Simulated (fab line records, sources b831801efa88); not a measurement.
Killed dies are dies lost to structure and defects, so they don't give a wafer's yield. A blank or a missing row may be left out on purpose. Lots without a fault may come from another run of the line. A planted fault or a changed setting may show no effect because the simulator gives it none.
Which tool did it? | flow sky130 | 14 lots, 42 wafers sampled, at 4 steps of a route of 708

WHAT THE GAUGES READ, wafer by wafer
SKY_NWELL_TW_MEAS_26. Usual: NWELL_2_TW 489.7, standard deviation 2.8.
lot  | measured     | on            | NWELL_2_TW        | flag
L422 | day 5 17:51  | film_metro-04 | 489.0 493.3 492.2 |
L423 | day 6 07:40  | film_metro-01 | 492.2 491.0 486.5 |
L424 | day 6 08:19  | film_metro-01 | 490.3 492.5 490.4 |
L426 | day 6 22:10  | film_metro-03 | 487.1 488.5 484.9 |
L428 | day 7 10:07  | film_metro-04 | 493.4 491.1 494.0 |
L429 | day 7 11:26  | film_metro-01 | 487.4 490.6 488.3 |
L430 | day 7 22:26  | film_metro-01 | 490.5 489.0 490.5 |
L433 | day 8 17:08  | film_metro-01 | 485.7 488.1 485.1 |
L432 | day 8 17:28  | film_metro-01 | 487.5 485.5 486.3 |
L435 | day 9 02:12  | film_metro-03 | 489.7 488.1 488.8 |
L434 | day 9 02:59  | film_metro-03 | 489.4 489.0 489.3 |
L441 | day 10 02:30 | film_metro-04 | 493.2 493.7 493.2 |
L442 | day 10 11:36 | film_metro-04 | 495.8 492.6 490.9 |
L445 | day 11 07:28 | film_metro-01 | 493.1 495.3 491.9 |

SKY_VIA2_RS_MEAS_22: measures by four-point-probe. Usual: VIA2_W_RS 0.271 ohm/sq, standard deviation 0.005.
lot  | measured     | on            | VIA2_W_RS (ohm/sq) | flag
L422 | day 36 19:53 | film_metro-03 | 0.273 0.273 0.273  |
L423 | day 37 10:01 | film_metro-02 | 0.275 0.276 0.273  |
L424 | day 37 14:04 | film_metro-04 | 0.272 0.276 0.276  |
L426 | day 38 10:27 | film_metro-04 | 0.272 0.270 0.271  |
L428 | day 39 06:18 | film_metro-02 | 0.272 0.264 0.272  |
L429 | day 39 07:06 | film_metro-04 | 0.275 0.275 0.275  |
L430 | day 39 15:40 | film_metro-02 | 0.274 0.274 0.271  |
L433 | day 40 14:45 | film_metro-04 | 0.277 0.276 0.279  |
L432 | day 40 12:00 | film_metro-03 | 0.263 0.271 0.261  |
L435 | day 41 01:50 | film_metro-03 | 0.267 0.278 0.267  |
L434 | day 40 23:32 | film_metro-02 | 0.277 0.276 0.278  |
L445 | day 43 09:31 | film_metro-03 | 0.272 0.273 0.277  |

SKY_CAPM_THK_MEAS_01. Usual: CAPM_CVD_00_THK 15.34 nm, standard deviation 0.23.
lot  | measured     | on            | CAPM_CVD_00_THK (nm) | flag
L422 | day 36 20:32 | film_metro-04 | 14.94 15.08 15.14    |
L423 | day 37 10:40 | film_metro-04 | 15.03 15.22 15.36    |
L424 | day 37 14:43 | film_metro-04 | 15.16 15.07 15.78    |
L426 | day 38 11:06 | film_metro-04 | 15.17 15.04 15.27    |
L428 | day 39 06:56 | film_metro-04 | 15.14 15.38 15.24    |
L429 | day 39 07:44 | film_metro-03 | 15.18 15.69 15.67    |
L430 | day 39 16:17 | film_metro-03 | 15.69 15.32 15.26    |
L433 | day 40 15:23 | film_metro-03 | 15.20 15.64 15.48    |
L432 | day 40 12:38 | film_metro-04 | 15.37 15.19 15.67    |
L435 | day 41 02:30 | film_metro-03 | 15.48 15.19 15.46    |
L434 | day 41 00:11 | film_metro-01 | 14.91 15.31 15.40    |
L445 | day 43 10:11 | film_metro-03 | 15.35 15.36 15.27    |

WHICH TOOL RAN EACH LOT (tool, then ch and the chambers of the sampled wafers, then the start)
lot  | SKY_LDD_LDN_STRIP_12
L422 | plasma_asher-01 ch 0,1, day 23 08:18
L423 | plasma_asher-01 ch 0,1, day 24 03:15
L424 | plasma_asher-02 ch 0,1, day 24 07:40
L426 | plasma_asher-02 ch 0,1, day 25 07:18
L428 | plasma_asher-03 ch 0,1, day 26 02:38
L429 | plasma_asher-01 ch 0,1, day 26 05:33
L430 | plasma_asher-03 ch 0,1, day 26 17:00
L433 | plasma_asher-01 ch 0,1, day 27 20:48
L432 | plasma_asher-01 ch 0,1, day 27 19:49
L435 | plasma_asher-03 ch 0,1, day 28 07:58
L434 | plasma_asher-02 ch 0,1, day 28 07:02
L441 | plasma_asher-01 ch 0,1, day 29 17:09
L442 | plasma_asher-02 ch 0,1, day 30 03:27
L445 | plasma_asher-01 ch 0,1, day 31 01:06
- SKY_LDD_LDN_STRIP_12: strips in O2/N2.

WHAT THE TOOLS THEMSELVES READ (means of the sampled wafers that have a number; where no wafer has one, the mark that the record gives instead)
SKY_LDD_LDN_STRIP_12. Usual: chamber_pressure_mTorr 1500.0 mTorr, standard deviation 1.3; drypump_motor_current_A 5.5 A, standard deviation 0.36; oes_product_au 0.715 a.u., standard deviation 0.0044; strip_time_to_endpoint_s 14.19 s, standard deviation 0.046.
lot  | tool            | chamber_pressure_mTorr (mTorr) | drypump_motor_current_A (A) | oes_product_au (a.u.) | strip_time_to_endpoint_s (s) | flag
L422 | plasma_asher-01 | 1500.6                         | 5.4                         | 0.717                 | 14.19                        |
L423 | plasma_asher-01 | 1500.0                         | 5.3                         | 0.718                 | 14.18                        |
L424 | plasma_asher-02 | 1500.2                         | 5.7                         | 0.713                 | 14.20                        |
L426 | plasma_asher-02 | 1500.6                         | 6.0                         | 0.715                 | 14.30                        |
L428 | plasma_asher-03 | 1500.0                         | 5.3                         | 0.712                 | 14.20                        |
L429 | plasma_asher-01 | 1501.1                         | 5.4                         | 0.716                 | 14.20                        |
L430 | plasma_asher-03 | 1501.1                         | 5.4                         | 0.714                 | 14.15                        |
L433 | plasma_asher-01 | 1499.7                         | 5.3                         | 0.714                 | 14.18                        |
L432 | plasma_asher-01 | 1499.4                         | 5.4                         | 0.715                 | 14.17                        |
L435 | plasma_asher-03 | 1501.4                         | 5.3                         | 0.716                 | 14.18                        |
L434 | plasma_asher-02 | 1499.2                         | 6.1                         | 0.713                 | 14.28                        |
L441 | plasma_asher-01 | -                              | -                           | -                     | -                            | OFF
L442 | plasma_asher-02 | -                              | -                           | -                     | -                            | OFF
L445 | plasma_asher-01 | 1499.9                         | 5.3                         | 0.713                 | 14.16                        |

THE ANSWER, worked out from the rows above alone
Rule: a lot is off if the mean of its wafers that have a number lies more than 3 standard deviations from the usual mean. A lot without any number at a reading at which 4 lots or more have one is off too. The other lots that the step has rows for count as sound. The gauges are gone through in route order, then the tools' own readings, and for those a lot's mean is taken as printed above. The first step at which some lot is off is used, and at that step the reading that is off furthest; a lot without a number counts as furthest.
Off: L441, L442, at SKY_LDD_LDN_STRIP_12 (chamber_pressure_mTorr). Without a number there: L441, L442.
A tool fits if, at that step or a process step before it, it ran every lot that is off, and no sound lot after the first of them. None of those tried fits.

WHAT THE SIMULATOR HAD PUT IN
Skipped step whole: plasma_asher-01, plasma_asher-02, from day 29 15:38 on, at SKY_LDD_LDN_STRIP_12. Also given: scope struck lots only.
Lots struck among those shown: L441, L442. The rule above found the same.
